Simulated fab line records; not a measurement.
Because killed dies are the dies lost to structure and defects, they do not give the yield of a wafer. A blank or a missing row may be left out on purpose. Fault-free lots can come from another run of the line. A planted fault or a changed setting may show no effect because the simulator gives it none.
Which tool was responsible? / flow sky130 / 24 lots, 72 wafers sampled, at 5 steps of a route of 708

WHAT THE GAUGES SHOWED, per wafer
SKY_NWELL_OVL_MEAS_23.
lot=L074; measured=day 5 13:14; on=overlay-02; NWELL_01_OVL (nm)=-0.3 -2.0 -2.6
lot=L075; measured=day 5 19:32; on=overlay-01; NWELL_01_OVL (nm)=3.3 2.7 2.8
lot=L076; measured=day 5 21:40; on=overlay-01; NWELL_01_OVL (nm)=1.4 0.4 0.6
lot=L077; measured=day 6 01:37; on=overlay-02; NWELL_01_OVL (nm)=-0.8 -1.4 0.9
lot=L078; measured=day 6 12:01; on=overlay-01; NWELL_01_OVL (nm)=0.2 -0.9 -1.8
lot=L079; measured=day 6 16:23; on=overlay-01; NWELL_01_OVL (nm)=0.2 0.9 3.6
lot=L080; measured=day 6 20:11; on=overlay-02; NWELL_01_OVL (nm)=-0.1 0.4 -0.8
lot=L081; measured=day 7 00:35; on=overlay-02; NWELL_01_OVL (nm)=2.5 1.2 2.6
lot=L082; measured=day 7 04:34; on=overlay-01; NWELL_01_OVL (nm)=-3.5 -1.3 -0.1
lot=L083; measured=day 7 13:31; on=overlay-01; NWELL_01_OVL (nm)=-2.5 -3.3 -2.6
lot=L084; measured=day 7 19:22; on=overlay-02; NWELL_01_OVL (nm)=0.7 1.5 1.1
lot=L085; measured=day 8 02:07; on=overlay-01; NWELL_01_OVL (nm)=-1.1 -2.3 -2.0
lot=L086; measured=day 8 07:44; on=overlay-01; NWELL_01_OVL (nm)=0.3 -0.1 1.3
lot=L087; measured=day 8 15:34; on=overlay-01; NWELL_01_OVL (nm)=0.6 1.3 0.4
lot=L088; measured=day 8 21:11; on=overlay-02; NWELL_01_OVL (nm)=1.4 1.3 0.6
lot=L089; measured=day 9 00:47; on=overlay-02; NWELL_01_OVL (nm)=0.3 1.0 1.0
lot=L090; measured=day 9 08:46; on=overlay-01; NWELL_01_OVL (nm)=-0.9 0.6 -0.7
lot=L091; measured=day 9 13:22; on=overlay-01; NWELL_01_OVL (nm)=3.5 3.7 3.1
lot=L092; measured=day 9 21:28; on=overlay-01; NWELL_01_OVL (nm)=2.9 2.8 1.9
lot=L093; measured=day 10 00:58; on=overlay-02; NWELL_01_OVL (nm)=-3.4 -3.0 -3.1
lot=L094; measured=day 10 09:55; on=overlay-02; NWELL_01_OVL (nm)=-0.2 1.6 0.8
lot=L095; measured=day 10 14:53; on=overlay-02; NWELL_01_OVL (nm)=-0.1 1.9 0.8
lot=L096; measured=day 10 17:17; on=overlay-02; NWELL_01_OVL (nm)=0.5 1.3 0.2
lot=L097; measured=day 10 23:08; on=overlay-02; NWELL_01_OVL (nm)=1.6 0.3 -0.3

SKY_VT_ADJUST_LVTN_TW_MEAS_10.
lot=L074; measured=day 7 03:55; on=filmMetro-04; VT_ADJUST_LVTN_TW=239.1 241.1 240.6
lot=L075; measured=day 7 10:56; on=filmMetro-04; VT_ADJUST_LVTN_TW=240.9 240.1 241.3
lot=L076; measured=day 7 12:52; on=filmMetro-04; VT_ADJUST_LVTN_TW=239.7 240.4 240.1
lot=L077; measured=day 7 16:45; on=filmMetro-04; VT_ADJUST_LVTN_TW=239.6 239.5 239.2
lot=L078; measured=day 8 04:31; on=filmMetro-01; VT_ADJUST_LVTN_TW=238.0 236.5 236.3
lot=L079; measured=day 8 09:29; on=filmMetro-03; VT_ADJUST_LVTN_TW=237.0 236.8 237.1
lot=L080; measured=day 8 13:35; on=filmMetro-03; VT_ADJUST_LVTN_TW=237.5 238.6 237.4
lot=L081; measured=day 8 17:46; on=filmMetro-01; VT_ADJUST_LVTN_TW=238.0 237.3 237.3
lot=L082; measured=day 8 22:31; on=filmMetro-03; VT_ADJUST_LVTN_TW=236.0 236.2 237.1
lot=L083; measured=day 9 07:54; on=filmMetro-01; VT_ADJUST_LVTN_TW=237.2 235.4 237.6
lot=L084; measured=day 9 14:36; on=filmMetro-01; VT_ADJUST_LVTN_TW=235.1 236.9 236.8
lot=L085; measured=day 9 21:24; on=filmMetro-03; VT_ADJUST_LVTN_TW=238.4 237.4 238.0
lot=L086; measured=day 10 03:25; on=filmMetro-03; VT_ADJUST_LVTN_TW=237.5 239.0 236.6
lot=L087; measured=day 10 12:31; on=filmMetro-01; VT_ADJUST_LVTN_TW=237.7 237.0 237.4
lot=L088; measured=day 10 17:31; on=filmMetro-03; VT_ADJUST_LVTN_TW=236.9 237.2 238.9
lot=L089; measured=day 10 21:43; on=filmMetro-01; VT_ADJUST_LVTN_TW=238.8 236.5 236.2
lot=L090; measured=day 11 05:48; on=filmMetro-03; VT_ADJUST_LVTN_TW=237.4 237.2 236.5
lot=L091; measured=day 11 10:57; on=filmMetro-03; VT_ADJUST_LVTN_TW=236.2 236.7 236.6
lot=L092; measured=day 11 21:15; on=filmMetro-03; VT_ADJUST_LVTN_TW=236.7 237.1 237.2
lot=L093; measured=day 11 23:35; on=filmMetro-01; VT_ADJUST_LVTN_TW=236.8 238.1 236.8
lot=L094; measured=day 12 10:17; on=filmMetro-03; VT_ADJUST_LVTN_TW=236.6 236.8 236.2
lot=L095; measured=day 12 15:12; on=filmMetro-03; VT_ADJUST_LVTN_TW=236.3 236.1 234.7
lot=L096; measured=day 12 18:46; on=filmMetro-01; VT_ADJUST_LVTN_TW=237.6 238.2 238.0
lot=L097; measured=day 13 00:40; on=filmMetro-01; VT_ADJUST_LVTN_TW=238.2 237.3 236.2

SKY_VT_ADJUST_PCH_OVL_MEAS_07.
lot=L074; measured=day 10 16:14; on=overlay-02; VT_ADJUST_PCH_OVL (nm)=-0.1 1.0 -1.0
lot=L075; measured=day 11 00:37; on=overlay-02; VT_ADJUST_PCH_OVL (nm)=-1.6 -3.5 -2.4
lot=L076; measured=day 11 02:25; on=overlay-02; VT_ADJUST_PCH_OVL (nm)=-2.4 -2.5 -2.7
lot=L077; measured=day 11 08:22; on=overlay-02; VT_ADJUST_PCH_OVL (nm)=-1.6 -4.0 -3.8
lot=L078; measured=day 11 20:28; on=overlay-02; VT_ADJUST_PCH_OVL (nm)=-2.4 -0.8 -1.9
lot=L079; measured=day 12 04:07; on=overlay-02; VT_ADJUST_PCH_OVL (nm)=-2.3 -3.7 -2.0
lot=L080; measured=day 12 08:20; on=overlay-02; VT_ADJUST_PCH_OVL (nm)=-2.9 -2.5 -2.3
lot=L081; measured=day 12 13:44; on=overlay-02; VT_ADJUST_PCH_OVL (nm)=-0.4 -1.5 -0.4
lot=L082; measured=day 12 19:06; on=overlay-02; VT_ADJUST_PCH_OVL (nm)=-0.6 0.3 0.4
lot=L083; measured=day 13 05:58; on=overlay-02; VT_ADJUST_PCH_OVL (nm)=-2.1 -3.0 -0.5
lot=L084; measured=day 13 14:07; on=overlay-02; VT_ADJUST_PCH_OVL (nm)=-1.8 -3.2 -2.8
lot=L085; measured=day 13 21:05; on=overlay-02; VT_ADJUST_PCH_OVL (nm)=-2.8 -2.5 -2.0
lot=L086; measured=day 14 04:44; on=overlay-02; VT_ADJUST_PCH_OVL (nm)=-3.4 -3.1 -2.5
lot=L087; measured=day 14 14:59; on=overlay-01; VT_ADJUST_PCH_OVL (nm)=-2.5 -5.0 -3.8
lot=L088; measured=day 14 21:41; on=overlay-01; VT_ADJUST_PCH_OVL (nm)=-3.1 -0.3 -0.3
lot=L089; measured=day 15 03:19; on=overlay-01; VT_ADJUST_PCH_OVL (nm)=-0.1 0.1 0.8
lot=L090; measured=day 15 10:52; on=overlay-01; VT_ADJUST_PCH_OVL (nm)=-3.3 -2.2 -1.2
lot=L091; measured=day 15 17:29; on=overlay-02; VT_ADJUST_PCH_OVL (nm)=0.2 -0.2 -0.5
lot=L092; measured=day 16 05:43; on=overlay-01; VT_ADJUST_PCH_OVL (nm)=-0.3 -0.5 -1.2
lot=L093; measured=day 16 10:22; on=overlay-01; VT_ADJUST_PCH_OVL (nm)=-1.0 -1.9 -1.7
lot=L094; measured=day 16 19:03; on=overlay-01; VT_ADJUST_PCH_OVL (nm)=2.0 1.3 0.2
lot=L095; measured=day 17 02:44; on=overlay-02; VT_ADJUST_PCH_OVL (nm)=-1.3 -0.3 -2.3
lot=L096; measured=day 17 06:38; on=overlay-02; VT_ADJUST_PCH_OVL (nm)=-1.6 -1.7 -1.2
lot=L097; measured=day 17 12:35; on=overlay-02; VT_ADJUST_PCH_OVL (nm)=0.5 -0.9 0.1

SKY_GATE_OXIDE_OVL_MEAS_10.
lot=L074; measured=day 14 02:26; on=overlay-02; GATE_OXIDE_OVL (nm)=-2.7 -0.8 -1.0
lot=L075; measured=day 14 12:56; on=overlay-02; GATE_OXIDE_OVL (nm)=0.0 1.6 0.2
lot=L076; measured=day 14 14:22; on=overlay-01; GATE_OXIDE_OVL (nm)=-1.6 1.2 0.5
lot=L077; measured=day 14 18:40; on=overlay-01; GATE_OXIDE_OVL (nm)=0.2 2.8 -0.7
lot=L078; measured=day 15 10:31; on=overlay-02; GATE_OXIDE_OVL (nm)=-1.4 -1.9 -1.3
lot=L079; measured=day 15 15:47; on=overlay-01; GATE_OXIDE_OVL (nm)=0.5 0.8 0.4
lot=L080; measured=day 15 22:17; on=overlay-02; GATE_OXIDE_OVL (nm)=-1.1 0.3 -2.0
lot=L081; measured=day 16 07:47; on=overlay-02; GATE_OXIDE_OVL (nm)=-0.5 -1.4 -2.3
lot=L082; measured=day 16 13:04; on=overlay-01; GATE_OXIDE_OVL (nm)=-2.4 -2.5 -2.0
lot=L083; measured=day 17 02:04; on=overlay-01; GATE_OXIDE_OVL (nm)=3.3 2.0 1.8
lot=L084; measured=day 17 09:34; on=overlay-01; GATE_OXIDE_OVL (nm)=0.8 0.1 0.6
lot=L085; measured=day 17 19:32; on=overlay-01; GATE_OXIDE_OVL (nm)=1.6 0.8 1.1
lot=L086; measured=day 18 01:25; on=overlay-01; GATE_OXIDE_OVL (nm)=-1.0 -0.6 -1.0
lot=L087; measured=day 18 11:01; on=overlay-01; GATE_OXIDE_OVL (nm)=0.5 0.6 0.6
lot=L088; measured=day 18 19:47; on=overlay-01; GATE_OXIDE_OVL (nm)=-0.3 0.4 0.0
lot=L089; measured=day 19 01:50; on=overlay-02; GATE_OXIDE_OVL (nm)=-0.8 -0.5 -0.5
lot=L090; measured=day 19 12:34; on=overlay-02; GATE_OXIDE_OVL (nm)=-0.2 -1.4 0.1
lot=L091; measured=day 19 22:43; on=overlay-01; GATE_OXIDE_OVL (nm)=0.2 -1.1 1.2
lot=L092; measured=day 20 09:28; on=overlay-02; GATE_OXIDE_OVL (nm)=0.0 1.3 1.6
lot=L093; measured=day 20 12:34; on=overlay-02; GATE_OXIDE_OVL (nm)=0.1 0.6 0.1
lot=L094; measured=day 20 21:10; on=overlay-02; GATE_OXIDE_OVL (nm)=0.0 0.4 1.7
lot=L095; measured=day 21 09:43; on=overlay-01; GATE_OXIDE_OVL (nm)=-0.5 -0.8 -1.6
lot=L096; measured=day 21 12:11; on=overlay-01; GATE_OXIDE_OVL (nm)=0.9 -0.8 1.3
lot=L097; measured=day 21 17:19; on=overlay-01; GATE_OXIDE_OVL (nm)=-1.2 -0.3 0.1

SKY_GATE_OXIDE_TW_MEAS_14.
lot=L074; measured=day 14 02:50; on=filmMetro-04; GATE_OXIDE_TW=222.6 221.7 222.1
lot=L075; measured=day 14 13:34; on=filmMetro-04; GATE_OXIDE_TW=222.1 222.7 222.0
lot=L076; measured=day 14 14:54; on=filmMetro-02; GATE_OXIDE_TW=224.1 224.0 223.4
lot=L077; measured=day 14 19:04; on=filmMetro-01; GATE_OXIDE_TW=219.1 219.3 219.7
lot=L078; measured=day 15 10:55; on=filmMetro-04; GATE_OXIDE_TW=224.5 225.1 224.3
lot=L079; measured=day 15 16:16; on=filmMetro-02; GATE_OXIDE_TW=225.7 225.7 226.5
lot=L080; measured=day 15 22:41; on=filmMetro-02; GATE_OXIDE_TW=225.5 225.2 224.5
lot=L081; measured=day 16 08:10; on=filmMetro-04; GATE_OXIDE_TW=222.1 222.1 222.2
lot=L082; measured=day 16 13:28; on=filmMetro-04; GATE_OXIDE_TW=222.7 221.8 222.8
lot=L083; measured=day 17 02:28; on=filmMetro-02; GATE_OXIDE_TW=225.6 224.6 224.0
lot=L084; measured=day 17 09:58; on=filmMetro-02; GATE_OXIDE_TW=224.9 224.6 225.3
lot=L085; measured=day 17 19:55; on=filmMetro-04; GATE_OXIDE_TW=222.8 222.8 221.5
lot=L086; measured=day 18 01:49; on=filmMetro-01; GATE_OXIDE_TW=221.9 219.3 220.4
lot=L087; measured=day 18 11:25; on=filmMetro-02; GATE_OXIDE_TW=225.5 224.8 225.3
lot=L088; measured=day 18 20:20; on=filmMetro-04; GATE_OXIDE_TW=223.3 223.1 223.0
lot=L089; measured=day 19 02:13; on=filmMetro-02; GATE_OXIDE_TW=226.4 225.2 227.2
lot=L090; measured=day 19 12:58; on=filmMetro-02; GATE_OXIDE_TW=225.1 225.4 225.0
lot=L091; measured=day 19 23:07; on=filmMetro-04; GATE_OXIDE_TW=220.9 221.3 221.2
lot=L092; measured=day 20 09:51; on=filmMetro-01; GATE_OXIDE_TW=218.6 218.9 219.7
lot=L093; measured=day 20 12:58; on=filmMetro-04; GATE_OXIDE_TW=224.4 223.0 222.9
lot=L094; measured=day 20 21:33; on=filmMetro-04; GATE_OXIDE_TW=223.7 223.5 223.6
lot=L095; measured=day 21 10:07; on=filmMetro-04; GATE_OXIDE_TW=223.1 223.8 222.5
lot=L096; measured=day 21 12:35; on=filmMetro-01; GATE_OXIDE_TW=220.8 221.0 221.2
lot=L097; measured=day 21 17:43; on=filmMetro-01; GATE_OXIDE_TW=221.8 221.5 221.0

TOOL THAT RAN EACH LOT (tool first, then ch and the chambers of the sampled wafers, then the start)
No process step before these readings appears in the record.

WHAT THE TOOLS THEMSELVES READ (means of the sampled wafers that have a number; where no wafer has one, the mark that the record gives instead)
The record holds no such reading with a usual standard deviation.

THE ANSWER, worked out from the rows above alone
Rule: what is usual is taken from the lots themselves. The widest of any qualifying gaps counts: lots, ordered by their means at a reading, are off when they make up no more than a third of the lots, leave a main group of 4 or more, and stand apart from it by 3 or more times the standard deviation of that group's means. The tables above print the reading to a certain number of digits; a main group whose means all agree to those digits is not used. A lot without any number at a reading at which 4 lots or more have one is off too. All remaining lots with rows at the step are treated as sound. Order of review: gauges by route order, followed by the tools' own readings, for which a lot's mean as printed above is used. At the first step where some lot is off, the reading lying furthest off is the one used; lots without a number count as furthest.
No lot is off at any reading shown: from this, nothing can be told.

WHAT THE SIMULATOR HAD INSERTED
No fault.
